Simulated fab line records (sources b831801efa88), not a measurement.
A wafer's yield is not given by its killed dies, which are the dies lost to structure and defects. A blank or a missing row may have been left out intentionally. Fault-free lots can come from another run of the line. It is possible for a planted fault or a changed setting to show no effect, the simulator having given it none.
Which tool was responsible? | flow sky130 | 18 wafers from 6 lots sampled at 2 of the route's 708 steps

## WHAT THE GAUGES READ, wafer by wafer
SKY_VT_ADJUST_PCH_TW_MEAS_10.
lot  | measured     | on            | VT_ADJUST_PCH_TW
L947 | day 11 08:07 | film_metro-01 | 144.0 143.6 144.3
L951 | day 12 14:53 | film_metro-04 | 144.6 144.9 144.2
L954 | day 13 16:04 | film_metro-03 | 143.9 143.2 143.4
L957 | day 14 20:22 | film_metro-03 | 144.1 143.2 142.7
L964 | day 16 19:31 | film_metro-04 | 134.5 134.4 134.5
L967 | day 18 09:04 | film_metro-03 | 144.2 143.6 143.7

## WHAT TOOL EACH LOT RAN ON (gives the tool, then ch and the chambers of the sampled wafers, and finally the start)
lot  | SKY_VT_ADJUST_PCH_IMPLANT_08
L947 | implanter-01 ch 0, day 11 07:53
L951 | implanter-03 ch 0, day 12 14:38
L954 | implanter-03 ch 0, day 13 15:49
L957 | implanter-04 ch 0, day 14 20:07
L964 | implanter-01 ch 0, day 16 19:16
L967 | implanter-03 ch 0, day 18 08:51
- SKY_VT_ADJUST_PCH_IMPLANT_08

## THE ANSWER, worked out from the rows above alone
Rule: the lots themselves supply what counts as usual. The widest of any qualifying gaps counts: lots, ordered by their means at a reading, are off when they make up no more than a third of the lots, leave a main group of 4 or more, and stand apart from it by 3 or more times the standard deviation of that group's means. A main group whose means are all the same, to the digits that the tables above print for the reading, isn't used. Also off: a lot with no number at a reading for which 4 or more lots have one. Any other lot the step has rows for is counted as sound.
Off: at SKY_VT_ADJUST_PCH_TW_MEAS_10 (VT_ADJUST_PCH_TW), L964. The main group: mean 143.8, standard deviation 0.43.
If a tool, at a process step before that reading, ran all the lots that are off and no sound lot after the first of them, it fits. The gauges at SKY_VT_ADJUST_PCH_TW_MEAS_10 are tried like those tools. Undecided on this evidence; 2 tools fit (implanter-01 at SKY_VT_ADJUST_PCH_IMPLANT_08, film_metro-04 at SKY_VT_ADJUST_PCH_TW_MEAS_10).

## WHAT WAS PUT IN BY THE SIMULATOR
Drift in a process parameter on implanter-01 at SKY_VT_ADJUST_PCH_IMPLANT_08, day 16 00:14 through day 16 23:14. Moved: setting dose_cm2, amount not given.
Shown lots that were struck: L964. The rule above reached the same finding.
